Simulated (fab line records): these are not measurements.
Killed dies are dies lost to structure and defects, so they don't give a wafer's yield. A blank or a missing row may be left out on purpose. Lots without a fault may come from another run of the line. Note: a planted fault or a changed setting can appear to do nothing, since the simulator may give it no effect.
The tool behind it: which one? || flow gf180mcu || Sampling: 24 lots, 72 wafers, 5 of 602 route steps

WHAT EACH GAUGE READ, for each wafer
GF_VT_IMPLANT_TW_MEAS_10. Usual: VT_IMPLANT_TW 562, standard deviation 6.2.
{"lot": "L074", "measured": "day 5 13:09", "on": "film metro-03", "VT_IMPLANT_TW": "561 559 562", "flag": ""}
{"lot": "L075", "measured": "day 5 19:47", "on": "film metro-01", "VT_IMPLANT_TW": "557 551 557", "flag": ""}
{"lot": "L076", "measured": "day 6 04:20", "on": "film metro-03", "VT_IMPLANT_TW": "564 564 563", "flag": ""}
{"lot": "L077", "measured": "day 6 13:05", "on": "film metro-01", "VT_IMPLANT_TW": "552 551 553", "flag": ""}
{"lot": "L078", "measured": "day 6 20:40", "on": "film metro-03", "VT_IMPLANT_TW": "561 563 567", "flag": ""}
{"lot": "L079", "measured": "day 7 00:04", "on": "film metro-03", "VT_IMPLANT_TW": "559 558 560", "flag": ""}
{"lot": "L080", "measured": "day 7 05:41", "on": "film metro-03", "VT_IMPLANT_TW": "563 559 559", "flag": ""}
{"lot": "L081", "measured": "day 7 16:11", "on": "film metro-04", "VT_IMPLANT_TW": "569 569 563", "flag": ""}
{"lot": "L082", "measured": "day 7 16:36", "on": "film metro-04", "VT_IMPLANT_TW": "565 567 567", "flag": ""}
{"lot": "L083", "measured": "day 7 23:37", "on": "film metro-04", "VT_IMPLANT_TW": "563 567 567", "flag": ""}
{"lot": "L084", "measured": "day 8 02:58", "on": "film metro-03", "VT_IMPLANT_TW": "563 562 566", "flag": ""}
{"lot": "L085", "measured": "day 8 13:32", "on": "film metro-04", "VT_IMPLANT_TW": "569 568 568", "flag": ""}
{"lot": "L086", "measured": "day 8 20:31", "on": "film metro-03", "VT_IMPLANT_TW": "563 564 565", "flag": ""}
{"lot": "L087", "measured": "day 8 22:39", "on": "film metro-04", "VT_IMPLANT_TW": "570 569 572", "flag": ""}
{"lot": "L088", "measured": "day 9 03:31", "on": "film metro-03", "VT_IMPLANT_TW": "563 562 562", "flag": ""}
{"lot": "L089", "measured": "day 9 10:32", "on": "film metro-03", "VT_IMPLANT_TW": "564 563 564", "flag": ""}
{"lot": "L090", "measured": "day 9 18:05", "on": "film metro-03", "VT_IMPLANT_TW": "563 563 564", "flag": ""}
{"lot": "L091", "measured": "day 10 00:16", "on": "film metro-01", "VT_IMPLANT_TW": "551 552 554", "flag": ""}
{"lot": "L092", "measured": "day 10 07:56", "on": "film metro-04", "VT_IMPLANT_TW": "569 569 569", "flag": ""}
{"lot": "L093", "measured": "day 10 12:05", "on": "film metro-01", "VT_IMPLANT_TW": "548 552 552", "flag": ""}
{"lot": "L094", "measured": "day 10 20:47", "on": "film metro-03", "VT_IMPLANT_TW": "561 562 562", "flag": ""}
{"lot": "L095", "measured": "day 11 00:56", "on": "film metro-04", "VT_IMPLANT_TW": "570 575 571", "flag": ""}
{"lot": "L096", "measured": "day 11 06:08", "on": "film metro-04", "VT_IMPLANT_TW": "571 576 571", "flag": ""}
{"lot": "L097", "measured": "day 11 12:11", "on": "film metro-01", "VT_IMPLANT_TW": "559 560 555", "flag": ""}

GF_NSD_OVL_MEAS_08. Usual: NSD_OVL -0.2 nm, standard deviation 1.3.
{"lot": "L074", "measured": "day 13 02:31", "on": "overlay-02", "NSD_OVL (nm)": "-0.3 -1.7 -1.2", "flag": ""}
{"lot": "L075", "measured": "day 13 11:19", "on": "overlay-02", "NSD_OVL (nm)": "1.1 -0.1 0.1", "flag": ""}
{"lot": "L076", "measured": "day 14 02:31", "on": "overlay-01", "NSD_OVL (nm)": "-1.2 -0.5 -2.1", "flag": ""}
{"lot": "L077", "measured": "day 14 14:27", "on": "overlay-02", "NSD_OVL (nm)": "-0.3 -0.7 0.0", "flag": ""}
{"lot": "L078", "measured": "day 14 18:28", "on": "overlay-02", "NSD_OVL (nm)": "-2.0 -0.1 -0.3", "flag": ""}
{"lot": "L079", "measured": "day 15 06:01", "on": "overlay-02", "NSD_OVL (nm)": "-0.5 -1.8 1.0", "flag": ""}
{"lot": "L080", "measured": "day 15 12:46", "on": "overlay-01", "NSD_OVL (nm)": "-0.7 3.3 1.2", "flag": ""}
{"lot": "L081", "measured": "day 16 02:52", "on": "overlay-02", "NSD_OVL (nm)": "1.3 1.7 0.9", "flag": ""}
{"lot": "L082", "measured": "day 16 03:10", "on": "overlay-02", "NSD_OVL (nm)": "-1.3 -1.4 -0.1", "flag": ""}
{"lot": "L083", "measured": "day 16 08:06", "on": "overlay-01", "NSD_OVL (nm)": "-0.7 1.0 -0.9", "flag": ""}
{"lot": "L084", "measured": "day 16 15:28", "on": "overlay-02", "NSD_OVL (nm)": "-0.2 0.3 -0.6", "flag": ""}
{"lot": "L085", "measured": "day 17 01:52", "on": "overlay-02", "NSD_OVL (nm)": "-0.1 -1.2 0.2", "flag": ""}
{"lot": "L086", "measured": "day 17 12:10", "on": "overlay-02", "NSD_OVL (nm)": "-2.1 -0.7 -2.1", "flag": ""}
{"lot": "L087", "measured": "day 17 20:37", "on": "overlay-02", "NSD_OVL (nm)": "1.9 0.5 2.2", "flag": ""}
{"lot": "L088", "measured": "day 18 02:28", "on": "overlay-01", "NSD_OVL (nm)": "-0.1 -1.7 0.1", "flag": ""}
{"lot": "L089", "measured": "day 18 12:37", "on": "overlay-01", "NSD_OVL (nm)": "-0.9 -1.7 0.4", "flag": ""}
{"lot": "L090", "measured": "day 18 23:25", "on": "overlay-01", "NSD_OVL (nm)": "-1.0 -1.1 -0.4", "flag": ""}
{"lot": "L091", "measured": "day 19 04:51", "on": "overlay-01", "NSD_OVL (nm)": "-2.8 -1.1 0.0", "flag": ""}
{"lot": "L092", "measured": "day 19 17:22", "on": "overlay-01", "NSD_OVL (nm)": "1.1 0.0 1.1", "flag": ""}
{"lot": "L093", "measured": "day 19 20:33", "on": "overlay-01", "NSD_OVL (nm)": "-2.8 -0.8 -0.8", "flag": ""}
{"lot": "L094", "measured": "day 20 10:52", "on": "overlay-01", "NSD_OVL (nm)": "-0.3 -1.1 1.0", "flag": ""}
{"lot": "L095", "measured": "day 20 17:24", "on": "overlay-01", "NSD_OVL (nm)": "-1.4 -2.4 -1.0", "flag": ""}
{"lot": "L096", "measured": "day 20 22:18", "on": "overlay-01", "NSD_OVL (nm)": "0.8 2.7 2.2", "flag": ""}
{"lot": "L097", "measured": "day 21 01:16", "on": "overlay-01", "NSD_OVL (nm)": "0.2 2.5 0.3", "flag": ""}

GF_PSD_RS_MEAS_14: a four-point-probe measurement. Usual: NSD_RS 46.13 ohm/sq, standard deviation 0.084.
{"lot": "L074", "measured": "day 13 23:30", "on": "film metro-04", "NSD_RS (ohm/sq)": "46.13 46.09 46.21", "flag": ""}
{"lot": "L075", "measured": "day 14 09:04", "on": "film metro-04", "NSD_RS (ohm/sq)": "45.95 45.86 45.98", "flag": ""}
{"lot": "L076", "measured": "day 15 00:40", "on": "film metro-01", "NSD_RS (ohm/sq)": "46.34 46.25 46.24", "flag": ""}
{"lot": "L077", "measured": "day 15 12:01", "on": "film metro-04", "NSD_RS (ohm/sq)": "46.01 46.13 46.13", "flag": ""}
{"lot": "L078", "measured": "day 15 17:19", "on": "film metro-03", "NSD_RS (ohm/sq)": "46.19 46.10 46.15", "flag": ""}
{"lot": "L079", "measured": "day 16 04:20", "on": "film metro-03", "NSD_RS (ohm/sq)": "46.18 46.29 46.25", "flag": ""}
{"lot": "L080", "measured": "day 16 11:47", "on": "film metro-01", "NSD_RS (ohm/sq)": "46.15 46.18 46.01", "flag": ""}
{"lot": "L081", "measured": "day 17 02:07", "on": "film metro-01", "NSD_RS (ohm/sq)": "46.14 46.27 46.20", "flag": ""}
{"lot": "L082", "measured": "day 17 02:24", "on": "film metro-03", "NSD_RS (ohm/sq)": "46.19 46.08 46.15", "flag": ""}
{"lot": "L083", "measured": "day 17 07:53", "on": "film metro-03", "NSD_RS (ohm/sq)": "46.07 45.92 46.12", "flag": ""}
{"lot": "L084", "measured": "day 17 15:46", "on": "film metro-04", "NSD_RS (ohm/sq)": "46.10 46.12 46.09", "flag": ""}
{"lot": "L085", "measured": "day 18 01:57", "on": "film metro-04", "NSD_RS (ohm/sq)": "46.04 46.08 46.14", "flag": ""}
{"lot": "L086", "measured": "day 18 12:30", "on": "film metro-04", "NSD_RS (ohm/sq)": "46.06 46.10 46.03", "flag": ""}
{"lot": "L087", "measured": "day 18 21:19", "on": "film metro-03", "NSD_RS (ohm/sq)": "46.06 46.11 46.05", "flag": ""}
{"lot": "L088", "measured": "day 19 03:26", "on": "film metro-03", "NSD_RS (ohm/sq)": "46.14 46.10 46.07", "flag": ""}
{"lot": "L089", "measured": "day 19 13:44", "on": "film metro-03", "NSD_RS (ohm/sq)": "46.11 46.09 46.29", "flag": ""}
{"lot": "L090", "measured": "day 20 01:01", "on": "film metro-03", "NSD_RS (ohm/sq)": "46.00 46.02 46.02", "flag": ""}
{"lot": "L091", "measured": "day 20 06:20", "on": "film metro-01", "NSD_RS (ohm/sq)": "46.14 46.15 46.05", "flag": ""}
{"lot": "L092", "measured": "day 20 18:25", "on": "film metro-01", "NSD_RS (ohm/sq)": "46.14 46.27 46.19", "flag": ""}
{"lot": "L093", "measured": "day 20 22:01", "on": "film metro-04", "NSD_RS (ohm/sq)": "45.88 46.07 46.09", "flag": ""}
{"lot": "L094", "measured": "day 21 12:02", "on": "film metro-01", "NSD_RS (ohm/sq)": "46.20 46.13 46.09", "flag": ""}
{"lot": "L095", "measured": "day 21 18:17", "on": "film metro-01", "NSD_RS (ohm/sq)": "46.25 46.25 46.19", "flag": ""}
{"lot": "L096", "measured": "day 21 22:41", "on": "film metro-04", "NSD_RS (ohm/sq)": "46.13 46.11 46.25", "flag": ""}
{"lot": "L097", "measured": "day 22 01:29", "on": "film metro-04", "NSD_RS (ohm/sq)": "46.19 46.08 46.10", "flag": ""}

GF_CONTACT_CD_MEAS_14 targets a cd of 220 nm. Usual: cd nm reads 220.3 nm (standard deviation 1.7).
{"lot": "L074", "measured": "day 15 18:16", "on": "cd sem-01", "cd nm (nm)": "222.1 223.6 223.3", "flag": ""}
{"lot": "L075", "measured": "day 16 04:38", "on": "cd sem-01", "cd nm (nm)": "220.3 219.4 221.4", "flag": ""}
{"lot": "L076", "measured": "day 16 22:38", "on": "cd sem-01", "cd nm (nm)": "218.6 218.0 217.8", "flag": ""}
{"lot": "L077", "measured": "day 17 10:26", "on": "cd sem-02", "cd nm (nm)": "220.9 219.6 222.6", "flag": ""}
{"lot": "L078", "measured": "day 17 16:07", "on": "cd sem-02", "cd nm (nm)": "219.3 220.1 218.8", "flag": ""}
{"lot": "L079", "measured": "day 18 03:50", "on": "cd sem-01", "cd nm (nm)": "219.2 220.5 220.3", "flag": ""}
{"lot": "L080", "measured": "day 18 12:07", "on": "cd sem-02", "cd nm (nm)": "220.5 224.0 222.1", "flag": ""}
{"lot": "L081", "measured": "day 19 02:50", "on": "cd sem-02", "cd nm (nm)": "221.7 221.0 219.3", "flag": ""}
{"lot": "L082", "measured": "day 19 03:07", "on": "cd sem-01", "cd nm (nm)": "220.5 219.4 222.7", "flag": ""}
{"lot": "L083", "measured": "day 19 08:26", "on": "cd sem-02", "cd nm (nm)": "221.9 220.9 221.6", "flag": ""}
{"lot": "L084", "measured": "day 19 18:24", "on": "cd sem-01", "cd nm (nm)": "221.3 223.3 221.5", "flag": ""}
{"lot": "L085", "measured": "day 20 03:33", "on": "cd sem-01", "cd nm (nm)": "219.2 218.6 218.9", "flag": ""}
{"lot": "L086", "measured": "day 20 15:48", "on": "cd sem-01", "cd nm (nm)": "218.5 218.6 219.9", "flag": ""}
{"lot": "L087", "measured": "day 21 00:00", "on": "cd sem-01", "cd nm (nm)": "220.2 221.0 220.8", "flag": ""}
{"lot": "L088", "measured": "day 21 05:40", "on": "cd sem-01", "cd nm (nm)": "217.3 215.9 216.2", "flag": ""}
{"lot": "L089", "measured": "day 21 15:15", "on": "cd sem-01", "cd nm (nm)": "219.1 220.7 219.3", "flag": ""}
{"lot": "L090", "measured": "day 22 02:32", "on": "cd sem-01", "cd nm (nm)": "221.1 220.0 220.1", "flag": ""}
{"lot": "L091", "measured": "day 22 08:52", "on": "cd sem-01", "cd nm (nm)": "219.6 220.0 220.5", "flag": ""}
{"lot": "L092", "measured": "day 22 19:46", "on": "cd sem-02", "cd nm (nm)": "220.8 219.7 218.7", "flag": ""}
{"lot": "L093", "measured": "day 22 22:10", "on": "cd sem-01", "cd nm (nm)": "218.6 216.4 219.5", "flag": ""}
{"lot": "L094", "measured": "day 23 11:55", "on": "cd sem-02", "cd nm (nm)": "224.0 222.2 223.6", "flag": ""}
{"lot": "L095", "measured": "day 23 18:41", "on": "cd sem-01", "cd nm (nm)": "220.0 221.1 221.4", "flag": ""}
{"lot": "L096", "measured": "day 23 22:11", "on": "cd sem-02", "cd nm (nm)": "220.7 221.4 220.7", "flag": ""}
{"lot": "L097", "measured": "day 24 01:22", "on": "cd sem-01", "cd nm (nm)": "219.9 218.1 218.8", "flag": ""}

GF_MIM_THK_MEAS_06. Usual: MIM_CVD_05_THK 42.1 nm, standard deviation 0.6.
{"lot": "L074", "measured": "day 24 03:58", "on": "film metro-04", "MIM_CVD_05_THK (nm)": "40.9 41.9 42.4", "flag": ""}
{"lot": "L075", "measured": "day 24 14:17", "on": "film metro-04", "MIM_CVD_05_THK (nm)": "41.8 41.9 42.1", "flag": ""}
{"lot": "L076", "measured": "day 25 06:32", "on": "film metro-04", "MIM_CVD_05_THK (nm)": "41.8 41.6 42.0", "flag": ""}
{"lot": "L077", "measured": "day 25 18:07", "on": "film metro-03", "MIM_CVD_05_THK (nm)": "42.1 41.9 43.2", "flag": ""}
{"lot": "L078", "measured": "day 26 01:23", "on": "film metro-01", "MIM_CVD_05_THK (nm)": "41.9 42.8 42.9", "flag": ""}
{"lot": "L079", "measured": "day 26 09:09", "on": "film metro-01", "MIM_CVD_05_THK (nm)": "41.5 42.0 41.6", "flag": ""}
{"lot": "L080", "measured": "day 26 17:35", "on": "film metro-03", "MIM_CVD_05_THK (nm)": "41.7 43.3 42.8", "flag": ""}
{"lot": "L081", "measured": "day 27 05:12", "on": "film metro-04", "MIM_CVD_05_THK (nm)": "41.6 42.3 42.9", "flag": ""}
{"lot": "L082", "measured": "day 27 07:10", "on": "film metro-04", "MIM_CVD_05_THK (nm)": "41.4 41.5 42.3", "flag": ""}
{"lot": "L083", "measured": "day 27 10:20", "on": "film metro-01", "MIM_CVD_05_THK (nm)": "42.4 42.9 42.3", "flag": ""}
{"lot": "L084", "measured": "day 27 17:14", "on": "film metro-04", "MIM_CVD_05_THK (nm)": "42.2 43.2 42.5", "flag": ""}
{"lot": "L085", "measured": "day 28 00:46", "on": "film metro-01", "MIM_CVD_05_THK (nm)": "41.4 41.1 41.8", "flag": ""}
{"lot": "L086", "measured": "day 28 12:17", "on": "film metro-04", "MIM_CVD_05_THK (nm)": "41.2 42.9 41.9", "flag": ""}
{"lot": "L087", "measured": "day 28 19:37", "on": "film metro-04", "MIM_CVD_05_THK (nm)": "41.8 42.6 42.3", "flag": ""}
{"lot": "L088", "measured": "day 28 21:41", "on": "film metro-04", "MIM_CVD_05_THK (nm)": "42.1 42.3 42.6", "flag": ""}
{"lot": "L089", "measured": "day 29 06:47", "on": "film metro-03", "MIM_CVD_05_THK (nm)": "41.8 41.9 42.6", "flag": ""}
{"lot": "L090", "measured": "day 29 17:38", "on": "film metro-04", "MIM_CVD_05_THK (nm)": "42.5 43.1 42.8", "flag": ""}
{"lot": "L091", "measured": "day 29 21:53", "on": "film metro-04", "MIM_CVD_05_THK (nm)": "41.8 41.1 42.1", "flag": ""}
{"lot": "L092", "measured": "day 30 06:07", "on": "film metro-04", "MIM_CVD_05_THK (nm)": "41.3 41.7 42.9", "flag": ""}
{"lot": "L093", "measured": "day 30 10:11", "on": "film metro-04", "MIM_CVD_05_THK (nm)": "41.8 41.6 42.4", "flag": ""}
{"lot": "L094", "measured": "day 30 18:08", "on": "film metro-04", "MIM_CVD_05_THK (nm)": "42.0 43.2 43.0", "flag": ""}
{"lot": "L095", "measured": "day 31 00:24", "on": "film metro-01", "MIM_CVD_05_THK (nm)": "41.5 42.1 41.8", "flag": ""}
{"lot": "L096", "measured": "day 31 04:00", "on": "film metro-01", "MIM_CVD_05_THK (nm)": "41.9 42.8 42.7", "flag": ""}
{"lot": "L097", "measured": "day 31 06:25", "on": "film metro-03", "MIM_CVD_05_THK (nm)": "42.0 41.6 42.7", "flag": ""}

TOOL THAT RAN EACH LOT (tool first, then ch and the chambers of the sampled wafers, then the start)
Before these readings, the record contains no process step.

AS READ BY THE TOOLS THEMSELVES (means over the sampled wafers that have a number; for cases with no such wafer, the mark the record gives instead)
The record holds no such reading with a usual standard deviation.

THE ANSWER, worked out from the rows above alone
Rule: take the mean of a lot's wafers that have a number; if it is more than 3 standard deviations from the usual mean, the lot is off. A lot without any number at a reading at which 4 lots or more have one is off too. Any other lot the step has rows for is counted as sound. The gauges are gone through in route order, then the tools' own readings, and for those a lot's mean is taken as printed above. At the first step where some lot is off, the reading lying furthest off is the one used; lots without a number count as furthest.
Nothing can be told from this: no lot is off at any reading shown.

WHAT WAS PUT IN BY THE SIMULATOR
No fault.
